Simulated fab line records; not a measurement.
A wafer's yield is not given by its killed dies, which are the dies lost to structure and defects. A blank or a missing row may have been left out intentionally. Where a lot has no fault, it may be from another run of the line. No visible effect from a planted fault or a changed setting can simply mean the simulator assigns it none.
2 desks, one fault	flow sky130	each desk holds nothing but its own numbers, with what lay behind them at the end

METROLOGY DESK
Means of the sampled wafers that have a number, per lot and without regard to the tool the lot ran on: this is what the gauges read. Any lot whose mean is over 4 standard deviations away from the usual mean is out of limits and marked OUT; that distance is given in the brackets.
Columns: A = PWDE_RS at SKY_NWELL_RS_MEAS_31, usual 5276 ohm/sq; B = SONOS_ONO_CVD_04_THK at SKY_SONOS_ONO_THK_MEAS_05, usual 5.74 nm
lot	first seen here	A	B
L294	day 5 19:52	5269	5.55
L295	day 6 03:20	5277	5.70
L296	day 6 10:16	5292	5.49
L297	day 6 14:52	5300	5.66
L298	day 6 22:01	5263	5.83
L299	day 7 06:44	5275	5.82
L301	day 7 12:40	5291	5.82
L302	day 7 19:47	5282	5.60
L303	day 8 03:00	5285	5.50
L304	day 8 07:35	5269	5.78
L309	day 9 12:40	5260	5.99
L313	day 10 16:45	5283	5.78
L314	day 10 22:10	5275	6.00
This desk found nothing out of limits on any of the 13 lots.

AT THE TOOL OWNER'S DESK: implanter-03
The tool's own readings at SKY_NWELL_IMPLANT_11: means of the sampled wafers that have a number, for each lot that ran on this tool. Any lot whose mean is over 4 standard deviations away from the usual mean is out of limits and marked OUT; that distance is given in the brackets.
Columns: A = beam_energy_keV at SKY_NWELL_IMPLANT_11, usual 399.97; B = faraday_current_uA at SKY_NWELL_IMPLANT_11, usual 106.9
lot	first seen here	A	B
L294	day 5 01:53	400.06	107.0
L302	day 6 23:16	399.86	106.6
L309	day 8 14:02	385.32 (-99 or more) OUT	106.8
L313	day 9 17:07	385.49 (-99 or more) OUT	106.2
This desk's finding: out of limits on L309, L313; first on L309, day 8 14:02 (beam_energy_keV at SKY_NWELL_IMPLANT_11). L294, L302 stayed within limits.

TAKEN TOGETHER
An alarm could have come from the tool owner's desk at day 8 14:02, on L309, L313.
From the metrology desk's view, nothing was out of limits.
The metrology desk holds a record of L309, L313, inside its limits.
The lots listed all ran SKY_NWELL_IMPLANT_11 on implanter-03.

WHAT HAD BEEN PUT IN BY THE SIMULATOR
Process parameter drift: implanter-03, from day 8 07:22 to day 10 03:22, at SKY_NWELL_IMPLANT_11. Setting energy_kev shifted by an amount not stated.
Lots struck among those shown: L309, L313.
Time in hours from fault onset to the first out-of-limits reading at each desk: the tool owner's desk, 7.
